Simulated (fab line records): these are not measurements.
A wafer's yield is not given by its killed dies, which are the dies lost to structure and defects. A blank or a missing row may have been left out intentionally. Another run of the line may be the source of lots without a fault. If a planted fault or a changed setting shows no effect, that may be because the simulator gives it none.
Which tool was responsible? :: flow sky130 :: 32 wafers from 11 lots sampled at 6 of the route's 708 steps

## WHAT THE GAUGES SHOWED, per wafer
SKY_SONOS_ONO_THK_MEAS_01.
lot: L510
measured: day 11 10:29
on: film_metro-04
SONOS_ONO_OXIDATION_THK (nm): 2.68 2.73 2.63

lot: L511
measured: day 11 20:18
on: film_metro-01
SONOS_ONO_OXIDATION_THK (nm): 2.65 2.71 2.66

lot: L515
measured: day 13 05:12
on: film_metro-03
SONOS_ONO_OXIDATION_THK (nm): 2.61 2.64 2.64

lot: L517
measured: day 13 20:52
on: film_metro-01
SONOS_ONO_OXIDATION_THK (nm): 2.58 2.48

lot: L523
measured: day 15 14:28
on: film_metro-03
SONOS_ONO_OXIDATION_THK (nm): 2.67 2.57 2.60

lot: L524
measured: day 16 03:22
on: film_metro-03
SONOS_ONO_OXIDATION_THK (nm): 2.65 2.69 2.66

lot: L525
measured: day 16 12:40
on: film_metro-03
SONOS_ONO_OXIDATION_THK (nm): 2.55 2.70 2.61

lot: L527
measured: day 17 08:58
on: film_metro-01
SONOS_ONO_OXIDATION_THK (nm): 2.63 2.56 2.59

lot: L529
measured: day 18 00:10
on: film_metro-01
SONOS_ONO_OXIDATION_THK (nm): 2.60 2.69 2.62

lot: L531
measured: day 18 17:47
on: film_metro-04
SONOS_ONO_OXIDATION_THK (nm): 2.65 2.67 2.65

lot: L533
measured: day 19 06:02
on: film_metro-04
SONOS_ONO_OXIDATION_THK (nm): 2.59 2.60 2.56

SKY_SONOS_ONO_THK_MEAS_05.
lot: L510
measured: day 11 16:04
on: film_metro-04
SONOS_ONO_CVD_04_THK (nm): 5.64 5.45 5.57

lot: L511
measured: day 11 22:43
on: film_metro-03
SONOS_ONO_CVD_04_THK (nm): 5.60 5.60 5.62

lot: L515
measured: day 13 08:08
on: film_metro-03
SONOS_ONO_CVD_04_THK (nm): 5.68 5.63 5.70

lot: L517
measured: day 14 00:27
on: film_metro-03
SONOS_ONO_CVD_04_THK (nm): 5.89 5.77

lot: L523
measured: day 15 18:02
on: film_metro-04
SONOS_ONO_CVD_04_THK (nm): 5.67 5.76 5.72

lot: L524
measured: day 16 06:17
on: film_metro-03
SONOS_ONO_CVD_04_THK (nm): 5.59 5.67 5.71

lot: L525
measured: day 16 17:35
on: film_metro-01
SONOS_ONO_CVD_04_THK (nm): 5.69 5.81 5.69

lot: L527
measured: day 17 13:33
on: film_metro-01
SONOS_ONO_CVD_04_THK (nm): 5.94 5.83 5.82

lot: L529
measured: day 18 02:35
on: film_metro-01
SONOS_ONO_CVD_04_THK (nm): 5.74 5.72 5.54

lot: L531
measured: day 18 20:12
on: film_metro-04
SONOS_ONO_CVD_04_THK (nm): 5.85 5.76 5.89

lot: L533
measured: day 19 09:05
on: film_metro-01
SONOS_ONO_CVD_04_THK (nm): 5.89 5.97 5.80

SKY_RES_PROTECT_TW_MEAS_08.
lot: L510
measured: day 15 05:13
on: film_metro-03
POLY_GATE_TW: 4029 4031 4008

lot: L511
measured: day 15 10:50
on: film_metro-04
POLY_GATE_TW: 3999 4045 4026

lot: L515
measured: day 16 23:43
on: film_metro-03
POLY_GATE_TW: 4015 3996 4023

lot: L517
measured: day 17 16:23
on: film_metro-03
POLY_GATE_TW: 4024 4028

lot: L523
measured: day 19 17:40
on: film_metro-03
POLY_GATE_TW: 4060 4049 4051

lot: L524
measured: day 20 06:49
on: film_metro-04
POLY_GATE_TW: 3996 4010 3991

lot: L525
measured: day 20 21:08
on: film_metro-03
POLY_GATE_TW: 4029 4021 4032

lot: L527
measured: day 21 13:38
on: film_metro-02
POLY_GATE_TW: 3955 3964 3962

lot: L529
measured: day 22 04:47
on: film_metro-04
POLY_GATE_TW: 4021 4016 4018

lot: L531
measured: day 22 21:06
on: film_metro-03
POLY_GATE_TW: 4003 4058 4026

lot: L533
measured: day 23 09:57
on: film_metro-04
POLY_GATE_TW: 4017 4008 4031

SKY_LI_CONTACT_BOW_MEAS_03.
lot: L510
measured: day 27 23:33
on: film_metro-04
LI_CONTACT_BOW (um): 60 48 51

lot: L511
measured: day 28 06:25
on: film_metro-01
LI_CONTACT_BOW (um): 53 64 57

lot: L515
measured: day 29 17:49
on: film_metro-02
LI_CONTACT_BOW (um): 53 54 38

lot: L517
measured: day 30 09:23
on: film_metro-02
LI_CONTACT_BOW (um): 67 61 - -

lot: L523
measured: day 32 09:55
on: film_metro-02
LI_CONTACT_BOW (um): 61 44 45

lot: L524
measured: day 32 14:48
on: film_metro-01
LI_CONTACT_BOW (um): 64 56 68

lot: L525
measured: day 33 03:49
on: film_metro-04
LI_CONTACT_BOW (um): 67 60 61

lot: L527
measured: day 33 17:52
on: film_metro-02
LI_CONTACT_BOW (um): 58 59 51

lot: L529
measured: day 34 12:28
on: film_metro-04
LI_CONTACT_BOW (um): 54 47 57

lot: L531
measured: day 34 23:29
on: film_metro-02
LI_CONTACT_BOW (um): 54 65 52

lot: L533
measured: day 35 12:10
on: film_metro-01
LI_CONTACT_BOW (um): 47 57 58

## WHAT TOOL EACH LOT RAN ON (gives the tool, then ch and the chambers of the sampled wafers, and finally the start)
lot: L510
SKY_RES_PROTECT_SOFTBAKE_03: litho_track-03 ch 0, day 14 15:25
SKY_RES_PROTECT_STRIP_07: plasma_asher-03 ch 0, day 15 05:07

lot: L511
SKY_RES_PROTECT_SOFTBAKE_03: litho_track-04 ch 0, day 14 21:08
SKY_RES_PROTECT_STRIP_07: plasma_asher-04 ch 1, day 15 10:44

lot: L515
SKY_RES_PROTECT_SOFTBAKE_03: litho_track-04 ch 0, day 16 09:28
SKY_RES_PROTECT_STRIP_07: plasma_asher-03 ch 0,1, day 16 23:37

lot: L517
SKY_RES_PROTECT_SOFTBAKE_03: litho_track-04 ch 0, day 17 01:02
SKY_RES_PROTECT_STRIP_07: plasma_asher-03 ch 0,1, day 17 16:16

lot: L523
SKY_RES_PROTECT_SOFTBAKE_03: litho_track-03 ch 0, day 19 01:40
SKY_RES_PROTECT_STRIP_07: plasma_asher-02 ch 0,1, day 19 17:34

lot: L524
SKY_RES_PROTECT_SOFTBAKE_03: litho_track-02 ch 0, day 19 14:50
SKY_RES_PROTECT_STRIP_07: plasma_asher-03 ch 0,1, day 20 06:43

lot: L525
SKY_RES_PROTECT_SOFTBAKE_03: litho_track-04 ch 0, day 20 05:49
SKY_RES_PROTECT_STRIP_07: plasma_asher-04 ch 0,1, day 20 21:02

lot: L527
SKY_RES_PROTECT_SOFTBAKE_03: litho_track-02 ch 0, day 20 22:14
SKY_RES_PROTECT_STRIP_07: plasma_asher-03 ch 0,1, day 21 13:32

lot: L529
SKY_RES_PROTECT_SOFTBAKE_03: litho_track-03 ch 0, day 21 13:49
SKY_RES_PROTECT_STRIP_07: plasma_asher-02 ch 0,1, day 22 04:41

lot: L531
SKY_RES_PROTECT_SOFTBAKE_03: litho_track-03 ch 0, day 22 05:37
SKY_RES_PROTECT_STRIP_07: plasma_asher-04 ch 0,1, day 22 21:01

lot: L533
SKY_RES_PROTECT_SOFTBAKE_03: litho_track-04 ch 0, day 22 19:02
SKY_RES_PROTECT_STRIP_07: plasma_asher-03 ch 0,1, day 23 09:51
- SKY_RES_PROTECT_SOFTBAKE_03: time 60 s.
- SKY_RES_PROTECT_STRIP_07: strips in O2/N2.

## AS READ BY THE TOOLS THEMSELVES (means over the sampled wafers that have a number; for cases with no such wafer, the mark the record gives instead)
SKY_RES_PROTECT_SOFTBAKE_03.
lot: L510
tool: litho_track-03
exhaust_pa (Pa): 45.9
heater_power_total_W (W): 56.58
run_length_s (s): 89.34

lot: L511
tool: litho_track-04
exhaust_pa (Pa): 45.4
heater_power_total_W (W): 56.63
run_length_s (s): 89.32

lot: L515
tool: litho_track-04
exhaust_pa (Pa): 45.2
heater_power_total_W (W): 63.82
run_length_s (s): 76.36

lot: L517
tool: litho_track-04
exhaust_pa (Pa): 45.2
heater_power_total_W (W): 78.38
run_length_s (s): 50.59

lot: L523
tool: litho_track-03
exhaust_pa (Pa): 46.1
heater_power_total_W (W): 56.62
run_length_s (s): 89.34

lot: L524
tool: litho_track-02
exhaust_pa (Pa): 45.0
heater_power_total_W (W): 56.60
run_length_s (s): 89.16

lot: L525
tool: litho_track-04
exhaust_pa (Pa): 45.4
heater_power_total_W (W): 56.57
run_length_s (s): 89.25

lot: L527
tool: litho_track-02
exhaust_pa (Pa): 44.5
heater_power_total_W (W): 56.62
run_length_s (s): 89.22

lot: L529
tool: litho_track-03
exhaust_pa (Pa): 44.2
heater_power_total_W (W): 56.62
run_length_s (s): 89.32

lot: L531
tool: litho_track-03
exhaust_pa (Pa): 45.4
heater_power_total_W (W): 56.60
run_length_s (s): 89.40

lot: L533
tool: litho_track-04
exhaust_pa (Pa): 45.7
heater_power_total_W (W): 56.58
run_length_s (s): 89.17

SKY_RES_PROTECT_STRIP_07.
lot: L510
tool: plasma_asher-03
drypump_motor_current_A (A): 5.1
oes_product_au (a.u.): 0.518
strip_time_to_endpoint_s (s): 23.24

lot: L511
tool: plasma_asher-04
drypump_motor_current_A (A): 5.5
oes_product_au (a.u.): 0.517
strip_time_to_endpoint_s (s): 23.25

lot: L515
tool: plasma_asher-03
drypump_motor_current_A (A): 5.1
oes_product_au (a.u.): 0.524
strip_time_to_endpoint_s (s): 23.42

lot: L517
tool: plasma_asher-03
drypump_motor_current_A (A): 5.0
oes_product_au (a.u.): 0.523
strip_time_to_endpoint_s (s): 23.60

lot: L523
tool: plasma_asher-02
drypump_motor_current_A (A): 5.5
oes_product_au (a.u.): 0.520
strip_time_to_endpoint_s (s): 23.28

lot: L524
tool: plasma_asher-03
drypump_motor_current_A (A): 5.0
oes_product_au (a.u.): 0.520
strip_time_to_endpoint_s (s): 23.29

lot: L525
tool: plasma_asher-04
drypump_motor_current_A (A): 5.7
oes_product_au (a.u.): 0.514
strip_time_to_endpoint_s (s): 23.29

lot: L527
tool: plasma_asher-03
drypump_motor_current_A (A): 5.1
oes_product_au (a.u.): 0.517
strip_time_to_endpoint_s (s): 23.27

lot: L529
tool: plasma_asher-02
drypump_motor_current_A (A): 5.6
oes_product_au (a.u.): 0.510
strip_time_to_endpoint_s (s): 23.27

lot: L531
tool: plasma_asher-04
drypump_motor_current_A (A): 5.8
oes_product_au (a.u.): 0.517
strip_time_to_endpoint_s (s): 23.30

lot: L533
tool: plasma_asher-03
drypump_motor_current_A (A): 5.0
oes_product_au (a.u.): 0.520
strip_time_to_endpoint_s (s): 23.31

## THE ANSWER, worked out from the rows above alone
Rule: usual is defined by the lots themselves. The widest of any qualifying gaps counts: lots, ordered by their means at a reading, are off when they make up no more than a third of the lots, leave a main group of 4 or more, and stand apart from it by 3 or more times the standard deviation of that group's means. If all means in a main group match to the digits the tables above print for the reading, that group is not used. A lot without any number at a reading at which 4 lots or more have one is off too. All remaining lots with rows at the step are treated as sound. After the gauges, taken in route order, come the tools' own readings; for these a lot's mean is taken, as printed above. The first step at which some lot is off is used, and at that step the reading that is off furthest; a lot without a number counts as furthest.
Off: L515, L517, at SKY_RES_PROTECT_SOFTBAKE_03 (heater_power_total_W). For the main group the mean is 56.60 W and the standard deviation 0.02.
If a tool, at that step or one of the process steps before it, ran each lot that is off and ran no sound lot following the first of them, it fits. No candidate that was tried fits.

## WHAT WAS PUT IN BY THE SIMULATOR
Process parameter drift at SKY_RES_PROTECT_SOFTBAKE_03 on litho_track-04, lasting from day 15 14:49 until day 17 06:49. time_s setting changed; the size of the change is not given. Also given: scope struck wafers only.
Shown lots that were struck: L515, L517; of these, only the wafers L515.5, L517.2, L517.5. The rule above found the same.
